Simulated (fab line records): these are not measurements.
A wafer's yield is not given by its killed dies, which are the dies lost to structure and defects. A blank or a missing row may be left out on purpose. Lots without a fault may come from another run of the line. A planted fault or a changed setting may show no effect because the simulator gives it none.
The tool behind it: which one? / flow sky130 / 36 wafers from 12 lots sampled at 5 of the route's 708 steps

== WHAT THE GAUGES SHOWED, per wafer ==
SKY_SONOS_TUNNEL_OVL_MEAS_08. Usual: SONOS_TUNNEL_OVL typically reads -1.2 nm, with standard deviation 1.5.
lot=L849; measured=day 11 17:35; on=overlay-01; SONOS_TUNNEL_OVL (nm)=0.7 -1.7 -1.3; flag=
lot=L851; measured=day 12 01:23; on=overlay-01; SONOS_TUNNEL_OVL (nm)=0.1 -1.7 -1.5; flag=
lot=L852; measured=day 12 14:17; on=overlay-01; SONOS_TUNNEL_OVL (nm)=-0.6 -0.7 -1.2; flag=
lot=L855; measured=day 13 14:22; on=overlay-01; SONOS_TUNNEL_OVL (nm)=2.0 -0.8 -3.1; flag=
lot=L858; measured=day 14 09:14; on=overlay-02; SONOS_TUNNEL_OVL (nm)=-2.1 -1.6 -0.6; flag=
lot=L860; measured=day 15 00:20; on=overlay-02; SONOS_TUNNEL_OVL (nm)=-3.1 -3.9 -2.9; flag=
lot=L861; measured=day 15 11:13; on=overlay-02; SONOS_TUNNEL_OVL (nm)=-0.7 -1.4 -3.1; flag=
lot=L862; measured=day 15 19:13; on=overlay-01; SONOS_TUNNEL_OVL (nm)=-1.6 -0.8 -1.2; flag=
lot=L869; measured=day 18 02:12; on=overlay-02; SONOS_TUNNEL_OVL (nm)=0.2 1.7 1.0; flag=
lot=L870; measured=day 18 07:54; on=overlay-02; SONOS_TUNNEL_OVL (nm)=-1.3 -0.1 -1.4; flag=
lot=L871; measured=day 18 16:08; on=overlay-01; SONOS_TUNNEL_OVL (nm)=0.0 -0.9 -1.1; flag=
lot=L872; measured=day 19 02:24; on=overlay-02; SONOS_TUNNEL_OVL (nm)=-2.4 -2.5 0.4; flag=

SKY_SONOS_TUNNEL_TW_MEAS_12. Usual: SONOS_TUNNEL_TW typically reads 196.4, with standard deviation 2.
lot=L849; measured=day 11 18:02; on=film_metro-02; SONOS_TUNNEL_TW=194.3 193.7 194.8; flag=
lot=L851; measured=day 12 01:51; on=film_metro-01; SONOS_TUNNEL_TW=197.1 197.1 196.4; flag=
lot=L852; measured=day 12 14:44; on=film_metro-01; SONOS_TUNNEL_TW=196.4 196.8 196.4; flag=
lot=L855; measured=day 13 14:49; on=film_metro-01; SONOS_TUNNEL_TW=197.5 197.3 197.3; flag=
lot=L858; measured=day 14 09:47; on=film_metro-01; SONOS_TUNNEL_TW=196.0 197.4 197.3; flag=
lot=L860; measured=day 15 00:47; on=film_metro-04; SONOS_TUNNEL_TW=197.4 196.7 197.4; flag=
lot=L861; measured=day 15 11:40; on=film_metro-01; SONOS_TUNNEL_TW=199.4 198.9 197.9; flag=
lot=L862; measured=day 15 19:42; on=film_metro-04; SONOS_TUNNEL_TW=196.9 198.2 197.6; flag=
lot=L869; measured=day 18 02:40; on=film_metro-04; SONOS_TUNNEL_TW=197.9 197.8 199.4; flag=
lot=L870; measured=day 18 08:22; on=film_metro-02; SONOS_TUNNEL_TW=194.4 192.9 193.5; flag=
lot=L871; measured=day 18 16:48; on=film_metro-02; SONOS_TUNNEL_TW=194.2 194.2 194.8; flag=
lot=L872; measured=day 19 02:52; on=film_metro-01; SONOS_TUNNEL_TW=197.2 197.9 197.1; flag=

SKY_SONOS_ONO_THK_MEAS_05. Usual: SONOS_ONO_CVD_04_THK typically reads 5.75 nm, with standard deviation 0.1.
lot=L849; measured=day 12 00:08; on=film_metro-02; SONOS_ONO_CVD_04_THK (nm)=5.97 5.95 6.03; flag=
lot=L851; measured=day 12 09:07; on=film_metro-03; SONOS_ONO_CVD_04_THK (nm)=5.75 5.75 5.78; flag=
lot=L852; measured=day 12 21:00; on=film_metro-02; SONOS_ONO_CVD_04_THK (nm)=5.83 5.86 5.80; flag=
lot=L855; measured=day 13 19:23; on=film_metro-03; SONOS_ONO_CVD_04_THK (nm)=5.98 5.90 5.98; flag=
lot=L858; measured=day 14 14:07; on=film_metro-01; SONOS_ONO_CVD_04_THK (nm)=5.63 5.71 5.65; flag=
lot=L860; measured=day 15 09:37; on=film_metro-02; SONOS_ONO_CVD_04_THK (nm)=6.04 5.98 6.21; flag=OFF
lot=L861; measured=day 15 20:58; on=film_metro-01; SONOS_ONO_CVD_04_THK (nm)=6.10 6.22 5.97; flag=OFF
lot=L862; measured=day 16 04:10; on=film_metro-03; SONOS_ONO_CVD_04_THK (nm)=6.06 6.13 6.05; flag=OFF
lot=L869; measured=day 18 10:28; on=film_metro-01; SONOS_ONO_CVD_04_THK (nm)=5.50 5.71 5.58; flag=
lot=L870; measured=day 18 15:52; on=film_metro-03; SONOS_ONO_CVD_04_THK (nm)=5.77 5.76 5.83; flag=
lot=L871; measured=day 19 02:21; on=film_metro-02; SONOS_ONO_CVD_04_THK (nm)=5.65 5.65 5.63; flag=
lot=L872; measured=day 19 08:23; on=film_metro-01; SONOS_ONO_CVD_04_THK (nm)=5.64 5.94 5.87; flag=

== WHAT TOOL EACH LOT RAN ON (gives the tool, then ch and the chambers of the sampled wafers, and finally the start) ==
lot=L849; SKY_VT_ADJUST_HVTR_STRIP_10=plasma_asher-01 ch 0,1, day 9 18:57; SKY_SONOS_ONO_CVD_04=lpcvd-03 ch 0, day 11 22:53
lot=L851; SKY_VT_ADJUST_HVTR_STRIP_10=plasma_asher-01 ch 0,1, day 10 03:11; SKY_SONOS_ONO_CVD_04=lpcvd-03 ch 1, day 12 07:50
lot=L852; SKY_VT_ADJUST_HVTR_STRIP_10=plasma_asher-02 ch 0,1, day 10 13:33; SKY_SONOS_ONO_CVD_04=lpcvd-03 ch 1, day 12 19:45
lot=L855; SKY_VT_ADJUST_HVTR_STRIP_10=plasma_asher-01 ch 0,1, day 11 11:52; SKY_SONOS_ONO_CVD_04=lpcvd-03 ch 0, day 13 18:08
lot=L858; SKY_VT_ADJUST_HVTR_STRIP_10=plasma_asher-02 ch 0,1, day 12 06:09; SKY_SONOS_ONO_CVD_04=lpcvd-03 ch 0, day 14 12:52
lot=L860; SKY_VT_ADJUST_HVTR_STRIP_10=plasma_asher-02 ch 0,1, day 12 20:30; SKY_SONOS_ONO_CVD_04=lpcvd-03 ch 0, day 15 08:21
lot=L861; SKY_VT_ADJUST_HVTR_STRIP_10=plasma_asher-02 ch 0,1, day 13 06:22; SKY_SONOS_ONO_CVD_04=lpcvd-03 ch 0, day 15 19:43
lot=L862; SKY_VT_ADJUST_HVTR_STRIP_10=plasma_asher-01 ch 0,1, day 13 14:19; SKY_SONOS_ONO_CVD_04=lpcvd-03 ch 0, day 16 02:55
lot=L869; SKY_VT_ADJUST_HVTR_STRIP_10=plasma_asher-02 ch 0,1, day 15 15:12; SKY_SONOS_ONO_CVD_04=lpcvd-03 ch 0, day 18 09:12
lot=L870; SKY_VT_ADJUST_HVTR_STRIP_10=plasma_asher-02 ch 0,1, day 15 22:07; SKY_SONOS_ONO_CVD_04=lpcvd-03 ch 1, day 18 14:36
lot=L871; SKY_VT_ADJUST_HVTR_STRIP_10=plasma_asher-01 ch 0,1, day 16 04:46; SKY_SONOS_ONO_CVD_04=lpcvd-03 ch 1, day 19 01:05
lot=L872; SKY_VT_ADJUST_HVTR_STRIP_10=plasma_asher-04 ch 0, day 16 15:28; SKY_SONOS_ONO_CVD_04=lpcvd-03 ch 0, day 19 06:29
- SKY_VT_ADJUST_HVTR_STRIP_10: strips in O2/N2.
- SKY_SONOS_ONO_CVD_04: deposits SiO2 from SiH4/N2O, target thk 5.7199 nm.

== AS READ BY THE TOOLS THEMSELVES (means over the sampled wafers that have a number; for cases with no such wafer, the mark the record gives instead) ==
SKY_VT_ADJUST_HVTR_STRIP_10. Usual: chamber_pressure_mTorr 1500.0 mTorr, standard deviation 1.3; drypump_motor_current_A 5.7 A, standard deviation 0.32; oes_product_au 0.716 a.u., standard deviation 0.0045; strip_time_to_endpoint_s 14.20 s, standard deviation 0.04.
lot=L849; tool=plasma_asher-01; chamber_pressure_mTorr (mTorr)=1499.8; drypump_motor_current_A (A)=5.8; oes_product_au (a.u.)=0.718; strip_time_to_endpoint_s (s)=14.23; flag=
lot=L851; tool=plasma_asher-01; chamber_pressure_mTorr (mTorr)=1501.4; drypump_motor_current_A (A)=5.8; oes_product_au (a.u.)=0.712; strip_time_to_endpoint_s (s)=14.17; flag=
lot=L852; tool=plasma_asher-02; chamber_pressure_mTorr (mTorr)=1500.1; drypump_motor_current_A (A)=5.9; oes_product_au (a.u.)=0.717; strip_time_to_endpoint_s (s)=14.24; flag=
lot=L855; tool=plasma_asher-01; chamber_pressure_mTorr (mTorr)=1500.7; drypump_motor_current_A (A)=5.8; oes_product_au (a.u.)=0.718; strip_time_to_endpoint_s (s)=14.14; flag=
lot=L858; tool=plasma_asher-02; chamber_pressure_mTorr (mTorr)=1499.1; drypump_motor_current_A (A)=5.9; oes_product_au (a.u.)=0.717; strip_time_to_endpoint_s (s)=14.17; flag=
lot=L860; tool=plasma_asher-02; chamber_pressure_mTorr (mTorr)=1500.8; drypump_motor_current_A (A)=5.9; oes_product_au (a.u.)=0.715; strip_time_to_endpoint_s (s)=14.28; flag=
lot=L861; tool=plasma_asher-02; chamber_pressure_mTorr (mTorr)=1500.5; drypump_motor_current_A (A)=5.9; oes_product_au (a.u.)=0.717; strip_time_to_endpoint_s (s)=14.24; flag=
lot=L862; tool=plasma_asher-01; chamber_pressure_mTorr (mTorr)=1500.8; drypump_motor_current_A (A)=5.8; oes_product_au (a.u.)=0.716; strip_time_to_endpoint_s (s)=14.17; flag=
lot=L869; tool=plasma_asher-02; chamber_pressure_mTorr (mTorr)=1500.6; drypump_motor_current_A (A)=5.8; oes_product_au (a.u.)=0.716; strip_time_to_endpoint_s (s)=14.20; flag=
lot=L870; tool=plasma_asher-02; chamber_pressure_mTorr (mTorr)=1499.1; drypump_motor_current_A (A)=6.0; oes_product_au (a.u.)=0.720; strip_time_to_endpoint_s (s)=14.16; flag=
lot=L871; tool=plasma_asher-01; chamber_pressure_mTorr (mTorr)=1500.4; drypump_motor_current_A (A)=5.8; oes_product_au (a.u.)=0.711; strip_time_to_endpoint_s (s)=14.22; flag=
lot=L872; tool=plasma_asher-04; chamber_pressure_mTorr (mTorr)=1498.9; drypump_motor_current_A (A)=5.8; oes_product_au (a.u.)=0.710; strip_time_to_endpoint_s (s)=14.13; flag=

SKY_SONOS_ONO_CVD_04. Usual: zone_power_lower_pct 18.5 %, standard deviation 1.1; zone_power_top_pct 37 %, standard deviation 7.7.
lot=L849; tool=lpcvd-03; zone_power_lower_pct (%)=17.7; zone_power_top_pct (%)=42; flag=
lot=L851; tool=lpcvd-03; zone_power_lower_pct (%)=20.1; zone_power_top_pct (%)=27; flag=
lot=L852; tool=lpcvd-03; zone_power_lower_pct (%)=20.0; zone_power_top_pct (%)=27; flag=
lot=L855; tool=lpcvd-03; zone_power_lower_pct (%)=17.7; zone_power_top_pct (%)=43; flag=
lot=L858; tool=lpcvd-03; zone_power_lower_pct (%)=17.7; zone_power_top_pct (%)=43; flag=
lot=L860; tool=lpcvd-03; zone_power_lower_pct (%)=17.5; zone_power_top_pct (%)=43; flag=
lot=L861; tool=lpcvd-03; zone_power_lower_pct (%)=17.8; zone_power_top_pct (%)=43; flag=
lot=L862; tool=lpcvd-03; zone_power_lower_pct (%)=17.8; zone_power_top_pct (%)=43; flag=
lot=L869; tool=lpcvd-03; zone_power_lower_pct (%)=17.9; zone_power_top_pct (%)=43; flag=
lot=L870; tool=lpcvd-03; zone_power_lower_pct (%)=19.9; zone_power_top_pct (%)=26; flag=
lot=L871; tool=lpcvd-03; zone_power_lower_pct (%)=20.1; zone_power_top_pct (%)=27; flag=
lot=L872; tool=lpcvd-03; zone_power_lower_pct (%)=17.6; zone_power_top_pct (%)=43; flag=

== THE ANSWER, worked out from the rows above alone ==
Rule: lot off if the mean of its wafers having a number is beyond 3 standard deviations from the usual mean. A lot without any number at a reading at which 4 lots or more have one is off too. All remaining lots with rows at the step are treated as sound. After the gauges, taken in route order, come the tools' own readings; for these a lot's mean is taken, as printed above. At the first step where some lot is off, the reading lying furthest off is the one used; lots without a number count as furthest.
Off: L860, L861, L862, at SKY_SONOS_ONO_THK_MEAS_05 (SONOS_ONO_CVD_04_THK).
If a tool, at a process step before that reading, ran all the lots that are off and no sound lot after the first of them, it fits. The gauges at SKY_SONOS_ONO_THK_MEAS_05 are tried like those tools. Not one of the candidates tried fits.

== WHAT THE SIMULATOR HAD INSERTED ==
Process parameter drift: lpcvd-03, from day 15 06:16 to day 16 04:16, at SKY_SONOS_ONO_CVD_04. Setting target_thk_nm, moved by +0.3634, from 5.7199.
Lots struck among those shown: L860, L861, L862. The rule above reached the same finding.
